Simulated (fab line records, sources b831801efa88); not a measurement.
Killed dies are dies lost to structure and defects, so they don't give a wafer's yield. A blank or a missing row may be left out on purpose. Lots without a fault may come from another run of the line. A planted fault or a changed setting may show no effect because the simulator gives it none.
fab line records | flow sky130
record lots=7 wafers=21 last_day=50
route steps=708 shown LI_CONTACT@370 PAD_OPEN@708
lots that met no fault: from a run of the same line without faults
start_h: hours from the record's first day to the start of the lot's first wafer shown | wait_h: hours since the lot's step before | " the same as in the row above | L1.1+2: a row that stands for several wafers | - no value, or no start given | * or withheld: withheld | < > ~ a bound
route shown NAME@n: a module of which the file shows steps, and the number in the route of the first | usual: mean/standard deviation of fault-free wafers | same: alike in all rows | chamber/n: place in a boat | sites: the reading at each site | _std_site: their standard deviation | _edge_site: outer sites' mean less inner sites' | radius_mm: how far each site lies from the wafer's centre | mask NAME#n: copy n | behind: the tool/chamber that last shaped the wafer | hold: why the lot was held/for how many hours/how that ended | device: the transistor (n, p or np) that didn't switch | end of line: the same wafers' tests at the end of the route | a step without rows: its recipe alone | killed: dies lost to structure and defects at the first sort, not the wafer's yield | map: a wafer's dies, x killed, . not, _ none there
set.NAME: the setting as run; set.NAME@STEP: as run at that earlier step | model.NAME: the simulator's own value behind a step, which no gauge read
lots at some steps of the route; a table a step, a row a wafer
services: from which hour (start_h, from the record's first day; less than 0 if before it) a tool's chamber was out of use, for how many hours, and why
## steps
# step SKY_LI_CONTACT_SOFTBAKE_08
# recipe temp_c=100 time_s=90 resist=KrF-thick
# step SKY_LI_CONTACT_EXPOSE_09
# recipe mask_id=LICM1 na=0.8 source_shape=annular sigma_inner=0.55 sigma_outer=0.85 target_cd_nm=170 dose_mj=38
# step SKY_LI_CONTACT_PEB_10
# recipe peb_temp_c=withheld peb_time_s=withheld resist=KrF-thick
# step SKY_LI_CONTACT_DEVELOP_11
# recipe develop_time_s=60 resist=KrF-thick dev_temp_c=21
# step SKY_LI_CONTACT_CD_MEAS_12
# recipe target_cd_nm=170
# usual cd_nm=170.0/1.3
# columns lot.wafer tool chamber start_h wait_h cd_nm
L793.4 cd_sem-02 - 673.46 - 169.8
L793.5 " - " " 168.6
L793.6 " - " " 168.7
L796.1 cd_sem-02 - 708.34 - 169.5
L796.4 " - " " 170.2
L796.6 " - " " 170.2
L799.2 cd_sem-02 - 739.47 - 169.6
L799.3 " - " " 169.6
L799.6 " - " " 170.1
L798.1 cd_sem-02 - 740.16 - 170.3
L798.2 " - " " 169.9
L798.3 " - " " 170.1
L801.1 cd_sem-02 - 750.55 - 171.4
L801.4 " - " " 169.9
L801.5 " - " " 170.2
L809.1 cd_sem-02 - 805.25 - 170.0
L809.2 " - " " 170.2
L809.5 " - " " 170.7
L814.1 cd_sem-02 - 849.95 - 170.5
L814.3 " - " " 168.4
L814.6 " - " " 169.6
# step SKY_LI_CONTACT_OVL_MEAS_13
# usual LI_CONTACT_OVL=-1/6.3
# columns lot.wafer tool chamber start_h wait_h LI_CONTACT_OVL[nm]
L793.4 overlay-01 - 673.54 0.1 0
L793.5 " - " " 1
L793.6 " - " " -4
L796.1 overlay-01 - 708.46 0.1 -5
L796.4 " - " " -2
L796.6 " - " " 0
L799.2 overlay-01 - 739.57 0.1 -1
L799.3 " - " " -3
L799.6 " - " " 1
L798.1 overlay-02 - 740.28 0.1 -3
L798.2 " - " " -6
L798.3 " - " " -5
L801.1 overlay-01 - 750.67 0.1 12
L801.4 " - " " 11
L801.5 " - " " 10
L809.1 overlay-02 - 805.37 0.1 -15
L809.2 " - " " -9
L809.5 " - " " -9
L814.1 overlay-01 - 850.07 0.1 8
L814.3 " - " " 9
L814.6 " - " " 5
# step SKY_LI_CONTACT_ETCH_14
# recipe chemistry=N2/H2 target=BARC ion_energy_ev=200 source_w=500 bias_w=100 pressure_mtorr=30 n2_flow_sccm=100 h2_flow_sccm=200 stop_on=SiO2 time_s=45.9 target_depth_a=600
# usual bias_w=100.0/0.31 drypump_motor_current_A=5.8/0.43 n2_flow_sccm=99.99/0.28 oes_product_au=0.854/0.0047 throttle_valve_pct=13.225/0.0089
# same time_s=45.9
# columns lot.wafer tool chamber start_h wait_h bias_w drypump_motor_current_A n2_flow_sccm oes_product_au rf_hours_counter_h throttle_valve_pct
L793.4 rie_diel-03 3 673.56 0.0 100.2 5.1 100.09 0.865 6 13.229
L793.5 " 0 " " 100.1 6.2 99.93 0.855 - 13.216
L793.6 " 1 " " 99.5 6.6 100.06 0.853 - 13.217
L796.1 rie_diel-04 3 708.50 0.0 99.9 5.3 99.97 0.854 14 13.245
L796.4 " 0 " " 100.3 6.3 100.07 0.859 12 13.210
L796.6 " 3 " " 100.3 5.3 99.93 0.857 - 13.227
L799.2 rie_diel-03 1 739.60 0.0 100.5 6.6 100.10 0.858 11 13.224
L799.3 " 3 " " 100.3 5.2 99.57 0.854 8 13.218
L799.6 " 0 " " 100.3 6.2 99.80 0.853 - 13.227
L798.1 rie_diel-02 3 740.32 0.0 100.5 6.2 99.86 0.867 5 13.235
L798.2 " 2 " " 99.5 5.7 100.11 0.846 10 13.219
L798.3 " 1 " " 100.0 5.3 99.53 0.854 17 13.234
L801.1 rie_diel-02 3 750.71 0.0 100.1 6.2 99.84 0.851 5 13.225
L801.4 " 1 " " 100.1 5.3 100.60 0.849 17 13.230
L801.5 " 0 " " 100.1 5.4 100.19 0.859 - 13.213
L809.1 rie_diel-04 1 805.40 0.0 99.9 5.9 99.79 0.862 5 13.210
L809.2 " 2 " " 100.1 5.7 99.66 0.850 3 13.227
L809.5 " 1 " " 99.8 5.9 99.69 0.850 - 13.224
L814.1 rie_diel-02 2 850.10 0.0 100.6 5.7 100.09 0.856 12 13.208
L814.3 " 0 " " 100.1 5.5 99.96 0.855 9 13.251
L814.6 " 1 " " 99.7 5.3 99.20 0.846 - 13.224
# step SKY_LI_CONTACT_ETCH_15
# recipe target=PSG chemistry=C4F8/O2/Ar stop_on=Si taper_deg=4.15 mask_material=KrF-thick source_w=1500 bias_w=1200 pressure_mtorr=40 c4f8_flow_sccm=withheld O2_flow_sccm=6 Ar_flow_sccm=300 time_s=withheld target_depth_a=6000
# usual bias_w=1200/3.4 oes_product_au=0.836/0.0047
# columns lot.wafer tool chamber start_h wait_h bias_w oes_product_au
L793.4 rie_diel-03 3 673.60 0.0 1202 0.835
L793.5 " 0 " " 1198 0.841
L793.6 " 1 " " 1202 0.835
L796.1 rie_diel-04 3 708.54 0.0 1204 0.836
L796.4 " 0 " " 1200 0.842
L796.6 " 3 " " 1205 0.843
L799.2 rie_diel-03 1 739.65 0.0 1196 0.840
L799.3 " 3 " " 1204 0.831
L799.6 " 0 " " 1200 0.831
L798.1 rie_diel-02 3 740.36 0.0 1199 0.839
L798.2 " 2 " " 1200 0.836
L798.3 " 1 " " 1202 0.827
L801.1 rie_diel-02 3 750.75 0.0 1194 0.838
L801.4 " 1 " " 1197 0.835
L801.5 " 0 " " 1202 0.836
L809.1 rie_diel-04 1 805.45 0.0 1201 0.833
L809.2 " 2 " " 1201 0.833
L809.5 " 1 " " 1204 0.834
L814.1 rie_diel-02 2 850.15 0.0 1197 0.838
L814.3 " 0 " " 1195 0.832
L814.6 " 1 " " 1203 0.833
# step SKY_LI_CONTACT_STRIP_16
# recipe chemistry=O2/N2 power_w=1400 pressure_mtorr=1500 platen_temp_c=withheld o2_flow_sccm=3000 n2_flow_sccm=300 overash_fraction=0.5
# usual drypump_motor_current_A=5.5/0.44 n2_flow_sccm=300.1/0.94 oes_product_au=0.376/0.0044 strip_time_to_endpoint_s=3.50/0.033
# columns lot.wafer tool chamber start_h wait_h drypump_motor_current_A n2_flow_sccm oes_product_au rf_hours_counter_h strip_time_to_endpoint_s
L793.4 plasma_asher-02 0 673.72 - 5.1 300.9 0.378 - 3.53
L793.5 " 0 " " 5.1 301.8 0.385 - 3.57
L793.6 " 1 " " 5.7 300.1 0.377 - 3.55
L796.1 plasma_asher-02 1 708.63 - 5.7 301.6 0.373 100 3.50
L796.4 " 1 " " 5.8 301.3 0.378 - 3.49
L796.6 " 1 " " 5.7 300.8 0.376 - 3.50
L799.2 plasma_asher-01 0 739.73 - 6.1 299.6 0.378 29 3.48
L799.3 " 0 " " 6.1 299.1 0.378 - 3.54
L799.6 " 1 " " 5.0 300.7 0.375 - 3.49
L798.1 plasma_asher-01 1 740.45 - 5.0 300.4 0.377 29 3.47
L798.2 " 0 " " 6.1 301.6 0.379 29 3.48
L798.3 " 1 " " 5.0 302.1 0.379 - 3.50
L801.1 plasma_asher-04 0 750.84 - 5.1 300.4 0.372 95 3.42
L801.4 " 1 " " 5.8 300.4 0.379 - 3.46
L801.5 " 1 " " 5.8 300.3 0.377 - 3.49
L809.1 plasma_asher-01 0 805.53 - 6.1 298.6 0.383 35 3.53
L809.2 " 1 " " 5.0 301.5 0.375 35 3.42
L809.5 " 0 " " 6.1 299.6 0.372 - 3.53
L814.1 plasma_asher-01 1 850.23 - 5.0 299.5 0.375 40 3.53
L814.3 " 0 " " 6.1 301.8 0.370 - 3.52
L814.6 " 1 " " 5.0 299.3 0.374 - 3.50
# step SKY_LI_CONTACT_CLEAN_17
# recipe chemistry=NMP time_s=600 temp_c=60 dry=n2_spin
# step SKY_LI_CONTACT_PRE_CLEAN_18
# recipe gas=Ar time_s=5.6 bias_v=358
# step SKY_LI_CONTACT_SPUTTER_19
# recipe material=Ti target_thk_nm=20 chamber_pressure_pa=5 power_w=2500 substrate_temp_c=200 time_s=106.37
# usual throttle_valve_pct=30.0/1.1
# same time_s=106.37
# columns lot.wafer tool chamber start_h wait_h throttle_valve_pct
L793.4 pvd_sputter-01 - 673.98 0.0 31.1
L793.5 " - " " 30.7
L793.6 " - " " 30.8
L796.1 pvd_sputter-01 - 708.92 0.0 29.7
L796.4 " - " " 31.6
L796.6 " - " " 30.8
L799.2 pvd_sputter-01 - 740.03 0.0 30.5
L799.3 " - " " 30.1
L799.6 " - " " 30.7
L798.1 pvd_sputter-04 - 740.74 0.0 28.4
L798.2 " - " " 31.1
L798.3 " - " " 29.8
L801.1 pvd_sputter-01 - 751.13 0.0 31.0
L801.4 " - " " 29.7
L801.5 " - " " 30.0
L809.1 pvd_sputter-01 - 805.84 0.0 30.8
L809.2 " - " " 29.7
L809.5 " - " " 31.6
L814.1 pvd_sputter-02 - 850.53 0.0 29.3
L814.3 " - " " 28.5
L814.6 " - " " 29.2
# step SKY_LI_CONTACT_SPUTTER_20
# recipe material=TiN target_thk_nm=20 chamber_pressure_pa=5 power_w=4000 time_s=80
# usual throttle_valve_pct=30.0/1.1
# columns lot.wafer tool chamber start_h wait_h throttle_valve_pct model.TiN_of_LI_CONTACT_SPUTTER_20.thk_nm
L793.4 pvd_sputter-01 - 674.06 0.0 30.6 20.28
L793.5 " - " " 30.6 19.9
L793.6 " - " " 30.9 20.2
L796.1 pvd_sputter-01 - 709.00 0.0 29.4 19.97
L796.4 " - " " 31.5 34.73
L796.6 " - " " 30.7 19.84
L799.2 pvd_sputter-01 - 740.10 0.0 30.4 34.54
L799.3 " - " " 29.6 20.09
L799.6 " - " " 30.9 19.99
L798.1 pvd_sputter-04 - 740.82 0.0 28.8 20.26
L798.2 " - " " 31.1 20.09
L798.3 " - " " 29.9 20.23
L801.1 pvd_sputter-01 - 751.21 0.0 30.8 19.9
L801.4 " - " " 29.9 34.59
L801.5 " - " " 30.0 34.49
L809.1 pvd_sputter-01 - 805.92 0.0 30.7 20.13
L809.2 " - " " 29.9 20.09
L809.5 " - " " 31.6 19.98
L814.1 pvd_sputter-02 - 850.60 0.0 29.3 19.94
L814.3 " - " " 28.5 19.8
L814.6 " - " " 29.5 20.14
# step SKY_LI_CONTACT_CVD_21
# recipe material=W target_thk_nm=400 time_s=120.56 temp_c=400 pressure_torr=40
# usual heater_power_w=795/55 susceptor_temp_C=400.01/0.23
# same time_s=120.56
# columns lot.wafer tool chamber start_h wait_h heater_power_w susceptor_temp_C
L793.4 cvd_w-01 1 674.16 0.1 832 399.79
L793.5 " 1 " " 866 399.75
L793.6 " 0 " " 739 400.62
L796.1 cvd_w-01 0 709.06 0.0 740 399.84
L796.4 " 0 " " 716 400.13
L796.6 " 1 " " 846 400.02
L799.2 cvd_w-02 0 740.16 0.0 841 400.21
L799.3 " 1 " " 743 400.19
L799.6 " 1 " " 728 399.68
L798.1 cvd_w-01 1 740.88 0.0 866 399.64
L798.2 " 0 " " 732 399.94
L798.3 " 1 " " 835 399.69
L801.1 cvd_w-01 1 751.27 0.0 845 400.11
L801.4 " 0 " " 724 399.78
L801.5 " 0 " " 721 399.61
L809.1 cvd_w-02 0 805.98 0.0 873 399.97
L809.2 " 1 " " 757 400.62
L809.5 " 1 " " 732 400.13
L814.1 cvd_w-02 1 850.66 0.0 740 399.97
L814.3 " 0 " " 849 400.39
L814.6 " 0 " " 838 399.99
# step SKY_PAD_OPEN_PROBE_99
# usual killed_at_M0_to_M3=43/6.6 killed_at_M4_up=2.9/1.6 killed_at_contacts=24/4.9 killed_at_front_end=15/4.5 killed_at_other=0.2/0.45 killed_dies=86/8.8 killed_open=48/6.4 killed_short=38/5.6
# same gross_dies=492 killed_at_back_side=0
# columns lot.wafer tool chamber start_h wait_h killed_at_M0_to_M3 killed_at_M4_up killed_at_contacts killed_at_front_end killed_at_other killed_dies killed_open killed_short model.etest.licon_ndiff.rc_ohm model.etest.licon_poly.rc_ohm
L793.4 prober-01 - 1075.81 0.2 41 4 24 16 0 85 55 30 187 150.1
L793.5 prober-01 - 1075.86 0.2 47 2 20 11 0 80 44 36 184.3 161.3
L793.6 prober-01 - 1075.91 0.2 48 2 26 15 0 91 51 40 181.8 155.1
L796.1 prober-02 - 1102.94 0.1 38 4 12 15 0 69 36 33 181.9 153.9
L796.4 prober-02 - 1103.09 0.2 39 4 18 17 1 79 41 38 199.5 157.4
L796.6 prober-02 - 1103.19 0.2 26 4 26 12 0 68 43 25 183.7 145.2
L799.2 prober-02 - 1124.98 0.1 38 0 21 13 0 72 41 31 192.4 153.1
L799.3 prober-02 - 1125.03 0.2 39 6 29 15 0 89 51 38 180 147.7
L799.6 prober-02 - 1125.18 0.2 37 0 22 17 0 76 46 30 192.6 151.4
L798.1 prober-01 - 1126.24 0.1 42 3 17 17 0 79 46 33 178.7 152.9
L798.2 prober-01 - 1126.29 0.1 37 6 21 10 0 74 38 36 180.1 152.7
L798.3 prober-01 - 1126.34 0.2 50 3 25 18 0 96 58 38 175.3 148.9
L801.1 prober-02 - 1133.39 0.1 50 3 23 20 1 97 51 46 176.4 147.7
L801.4 prober-02 - 1133.54 0.2 48 1 19 13 0 81 43 38 191.4 156.5
L801.5 prober-02 - 1133.59 0.2 44 1 15 12 0 72 37 35 191.5 152.7
L809.1 prober-02 - 1172.12 0.1 41 5 37 9 0 92 51 41 185.7 156.8
L809.2 prober-02 - 1172.17 0.1 52 1 30 14 0 97 55 42 175.5 153.5
L809.5 prober-02 - 1172.32 0.2 43 2 30 18 0 93 48 45 167.7 152.8
L814.1 prober-01 - 1202.84 0.1 39 1 27 13 0 80 45 35 181.3 158.3
L814.3 prober-01 - 1202.94 0.2 53 1 24 14 1 93 53 40 187.8 158.8
L814.6 prober-01 - 1203.09 0.2 55 0 30 11 0 96 55 41 179.9 155.6
# killed by level:class
L793.4 LI_CONTACT:geometric_particle:open=10 VIA1:geometric_particle:open=10 METAL2:geometric_particle:short=8 VIA3:geometric_particle:open=8 CONTACT:geometric_particle:open=7 POLY_GATE:geometric_particle:open=6 VIA2:geometric_particle:open=5 FIELD_ISO:geometric_particle:short=4
L793.5 VIA2:geometric_particle:open=8 VIA1:geometric_particle:open=7 LI_CONTACT:geometric_particle:open=7 CONTACT:geometric_particle:open=6 METAL2:geometric_particle:short=6 VIA2:geometric_particle:short=5 METAL1:geometric_particle:short=4 VIA1:geometric_particle:short=4
L793.6 VIA1:geometric_particle:open=13 LI_CONTACT:geometric_particle:open=12 VIA3:geometric_particle:open=8 VIA1:geometric_particle:short=7 POLY_GATE:geometric_particle:short=6 METAL2:geometric_particle:short=6 CONTACT:geometric_particle:open=5 FIELD_ISO:geometric_particle:short=3
L796.1 VIA1:geometric_particle:open=8 FIELD_ISO:geometric_particle:open=5 CONTACT:geometric_particle:open=5 CONTACT:geometric_particle:short=4 METAL1:geometric_particle:short=4 METAL2:geometric_particle:short=4 VIA2:geometric_particle:short=4 METAL3:geometric_particle:short=4
L796.4 VIA2:geometric_particle:open=11 VIA1:geometric_particle:open=9 POLY_GATE:geometric_particle:short=6 CONTACT:geometric_particle:open=6 LOCAL_INTERCONNECT:geometric_particle:short=4 VIA3:geometric_particle:open=4 FIELD_ISO:geometric_particle:short=3 SPACER:geometric_particle:short=3
L796.6 LI_CONTACT:geometric_particle:open=10 CONTACT:geometric_particle:open=10 VIA3:geometric_particle:open=7 POLY_GATE:geometric_particle:open=5 VIA1:geometric_particle:open=5 VIA3:geometric_particle:short=3 LOCAL_INTERCONNECT:geometric_particle:short=3 CONTACT:geometric_particle:short=3
L799.2 VIA3:geometric_particle:open=11 CONTACT:geometric_particle:open=7 METAL2:geometric_particle:short=5 CONTACT:geometric_particle:short=4 VIA1:geometric_particle:open=4 METAL1:geometric_particle:short=4 VIA2:geometric_particle:open=4 FIELD_ISO:geometric_particle:short=3
L799.3 CONTACT:geometric_particle:open=18 VIA2:geometric_particle:open=9 VIA3:geometric_particle:open=8 POLY_GATE:geometric_particle:short=6 METAL4:geometric_particle:short=5 FIELD_ISO:geometric_particle:short=4 METAL1:geometric_particle:short=4 LI_CONTACT:geometric_particle:open=3
L799.6 VIA2:geometric_particle:open=8 LI_CONTACT:geometric_particle:open=7 CONTACT:geometric_particle:open=6 POLY_GATE:geometric_particle:open=5 VIA3:geometric_particle:open=5 SPACER:geometric_particle:short=4 METAL2:geometric_particle:short=4 FIELD_ISO:geometric_particle:open=3
L798.1 LI_CONTACT:geometric_particle:open=10 VIA1:geometric_particle:open=7 VIA2:geometric_particle:open=7 VIA3:geometric_particle:open=6 POLY_GATE:geometric_particle:short=5 VIA2:geometric_particle:short=5 FIELD_ISO:geometric_particle:open=4 METAL1:geometric_particle:short=4
L798.2 CONTACT:geometric_particle:open=9 LI_CONTACT:geometric_particle:open=6 METAL1:geometric_particle:short=6 METAL4:geometric_particle:short=6 VIA1:geometric_particle:open=6 VIA2:geometric_particle:open=6 METAL2:geometric_particle:short=4 LI_CONTACT:geometric_particle:short=3
L798.3 LI_CONTACT:geometric_particle:open=13 CONTACT:geometric_particle:open=10 VIA1:geometric_particle:open=10 METAL1:geometric_particle:short=8 VIA2:geometric_particle:open=7 METAL2:geometric_particle:short=7 FIELD_ISO:geometric_particle:open=6 FIELD_ISO:geometric_particle:short=5
L801.1 VIA1:geometric_particle:open=14 METAL1:geometric_particle:short=9 CONTACT:geometric_particle:open=8 VIA1:geometric_particle:short=6 FIELD_ISO:geometric_particle:open=5 POLY_GATE:geometric_particle:short=5 LI_CONTACT:geometric_particle:open=5 VIA2:geometric_particle:open=5
L801.4 VIA1:geometric_particle:open=11 FIELD_ISO:geometric_particle:short=7 CONTACT:geometric_particle:open=7 VIA2:geometric_particle:open=7 VIA3:geometric_particle:open=7 CONTACT:geometric_particle:short=6 METAL1:geometric_particle:short=5 VIA2:geometric_particle:short=5
L801.5 VIA1:geometric_particle:open=13 METAL1:geometric_particle:short=8 LI_CONTACT:geometric_particle:open=6 FIELD_ISO:geometric_particle:short=4 VIA2:geometric_particle:open=4 CONTACT:geometric_particle:open=4 METAL2:geometric_particle:short=4 VIA2:geometric_particle:short=4
L809.1 LI_CONTACT:geometric_particle:open=9 LI_CONTACT:geometric_particle:short=9 CONTACT:geometric_particle:open=9 VIA2:geometric_particle:open=9 VIA1:geometric_particle:open=7 VIA3:geometric_particle:open=7 METAL1:geometric_particle:short=6 CONTACT:geometric_particle:short=6
L809.2 CONTACT:geometric_particle:open=12 VIA3:geometric_particle:open=11 VIA1:geometric_particle:open=9 LI_CONTACT:geometric_particle:open=7 VIA2:geometric_particle:open=7 CONTACT:geometric_particle:short=6 METAL1:geometric_particle:short=6 POLY_GATE:geometric_particle:short=4
L809.5 CONTACT:geometric_particle:open=8 VIA1:geometric_particle:open=8 VIA3:geometric_particle:open=8 CONTACT:geometric_particle:short=7 VIA2:geometric_particle:open=7 LI_CONTACT:geometric_particle:open=6 METAL2:geometric_particle:short=6 FIELD_ISO:geometric_particle:short=5
L814.1 VIA1:geometric_particle:open=14 CONTACT:geometric_particle:open=8 LI_CONTACT:geometric_particle:open=7 FIELD_ISO:geometric_particle:short=6 METAL1:geometric_particle:short=6 CONTACT:geometric_particle:short=5 VIA1:geometric_particle:short=4 FIELD_ISO:geometric_particle:open=3
L814.3 VIA1:geometric_particle:open=16 CONTACT:geometric_particle:open=8 FIELD_ISO:geometric_particle:short=6 VIA2:geometric_particle:short=6 LOCAL_INTERCONNECT:geometric_particle:short=6 VIA3:geometric_particle:open=6 VIA2:geometric_particle:open=6 CONTACT:geometric_particle:short=4
L814.6 CONTACT:geometric_particle:open=11 VIA1:geometric_particle:open=11 VIA2:geometric_particle:open=10 METAL2:geometric_particle:short=8 VIA3:geometric_particle:open=8 LI_CONTACT:geometric_particle:open=6 METAL1:geometric_particle:short=6 LOCAL_INTERCONNECT:geometric_particle:short=5
## services
# columns tool chamber start_h hours kind
rie_diel-03 2 651.07 12.0 repair
cvd_w-02 1 677.59 18.6 repair
pvd_sputter-02 - 690.88 4.6 repair
cvd_w-02 - 696.38 6.9 pm
plasma_asher-02 - 698.84 2.2 repair
pvd_sputter-01 - 721.31 8.6 repair
rie_diel-02 3 724.93 6.5 repair
plasma_asher-01 - 735.68 1.2 repair
rie_diel-02 0 742.45 4.2 repair
pvd_sputter-01 - 746.08 0.6 repair
rie_diel-03 - 749.70 0.8 repair
cvd_w-01 1 751.73 3.9 repair
cvd_w-01 - 755.25 6.0 pm
cvd_w-02 - 766.66 0.8 repair
cvd_w-02 - 768.70 2.8 pm
rie_diel-04 2 771.75 20.0 repair
cvd_w-02 - 780.79 1.3 repair
rie_diel-02 - 795.79 0.6 repair
rie_diel-03 - 796.76 0.3 repair
rie_diel-02 - 815.16 4.3 pm
rie_diel-03 1 818.20 15.2 repair
rie_diel-04 3 821.34 12.6 repair
pvd_sputter-01 - 832.34 1.9 repair
cvd_w-02 1 834.11 2.7 repair
## key
first_sign none at tools or gauges
model_effect step=SKY_LI_CONTACT_SPUTTER_20 value=TiN_of_LI_CONTACT_SPUTTER_20.thk_nm without=19.99 struck=34.59
model_effect step=SKY_PAD_OPEN_PROBE_99 value=etest.licon_ndiff.rc_ohm without=183.3 struck=193.7
met_at SKY_LI_CONTACT_SPUTTER_20
struck_wafers L796.4,L799.2,L801.4,L801.5
tester_left_out L796,L799,L801
onset_between 674.06 709.00
fault kind=process_parameter_drift tool=pvd_sputter-01 chamber=- onset_h=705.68 steps=SKY_LI_CONTACT_SPUTTER_20 channel=target_thk_nm offset=14.6 shape=step end_h=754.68 scope=struck_wafers_only acts_in=these_recipes_only stated=20
# tester_left_out: of these lots the tester's yield and bins aren't shown, on N5 and GAA mostly nor the transistor test; their killed dies are dies lost to structure and defects alone, not to doping, threshold or leakage, so they don't give the yield
